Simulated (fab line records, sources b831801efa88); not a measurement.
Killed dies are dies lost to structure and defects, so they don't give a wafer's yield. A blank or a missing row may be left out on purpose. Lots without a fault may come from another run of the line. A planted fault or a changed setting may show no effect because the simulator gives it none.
Which tool did it? | flow gf180mcu | 7 lots, 19 wafers sampled, at 2 steps of a route of 602

WHAT THE GAUGES READ, wafer by wafer
GF_STI_THK_MEAS_24.
lot  | measured    | on            | STI_CVD_23_THK (nm)
L576 | day 2 08:48 | film_metro-01 | 669 657 668
L580 | day 3 06:29 | film_metro-01 | 591 577
L582 | day 3 16:55 | film_metro-04 | 582 653
L589 | day 5 04:29 | film_metro-03 | 641 663 652
L593 | day 6 00:12 | film_metro-04 | 654 659 662
L595 | day 6 12:30 | film_metro-04 | 657 655 649
L597 | day 6 22:16 | film_metro-03 | 651 656 653

WHICH TOOL RAN EACH LOT (tool, then ch and the chambers of the sampled wafers, then the start)
lot  | GF_STI_CVD_23
L576 | hdpcvd-02 ch 0,2, day 2 08:42
L580 | hdpcvd-02 ch 2, day 3 06:24
L582 | hdpcvd-02 ch 0,1, day 3 16:50
L589 | hdpcvd-01 ch 0,1,2, day 5 04:25
L593 | hdpcvd-01 ch 0,1,2, day 6 00:07
L595 | hdpcvd-01 ch 0,2, day 6 12:24
L597 | hdpcvd-02 ch 0,1, day 6 22:11
- GF_STI_CVD_23: deposits SiO2, target thk 650 nm, time 108.3 s.

THE ANSWER, worked out from the rows above alone
Rule: what is usual is taken from the lots themselves. Put in order of their means at a reading, lots are off if they are a third of the lots or fewer, leave a main group of 4 or more, and stand apart from it by a gap of 3 or more times the standard deviation of the main group's means; of several such gaps the widest counts. A main group whose means are all the same, to the digits that the tables above print for the reading, isn't used. A lot without any number at a reading at which 4 lots or more have one is off too. The other lots that the step has rows for count as sound.
Off: L580, L582, at GF_STI_THK_MEAS_24 (STI_CVD_23_THK). The main group: mean 656 nm, standard deviation 4.7.
A tool fits if, at a process step before that reading, it ran every lot that is off, and no sound lot after the first of them. The gauges at GF_STI_THK_MEAS_24 are tried like those tools. None of those tried fits.

WHAT THE SIMULATOR HAD PUT IN
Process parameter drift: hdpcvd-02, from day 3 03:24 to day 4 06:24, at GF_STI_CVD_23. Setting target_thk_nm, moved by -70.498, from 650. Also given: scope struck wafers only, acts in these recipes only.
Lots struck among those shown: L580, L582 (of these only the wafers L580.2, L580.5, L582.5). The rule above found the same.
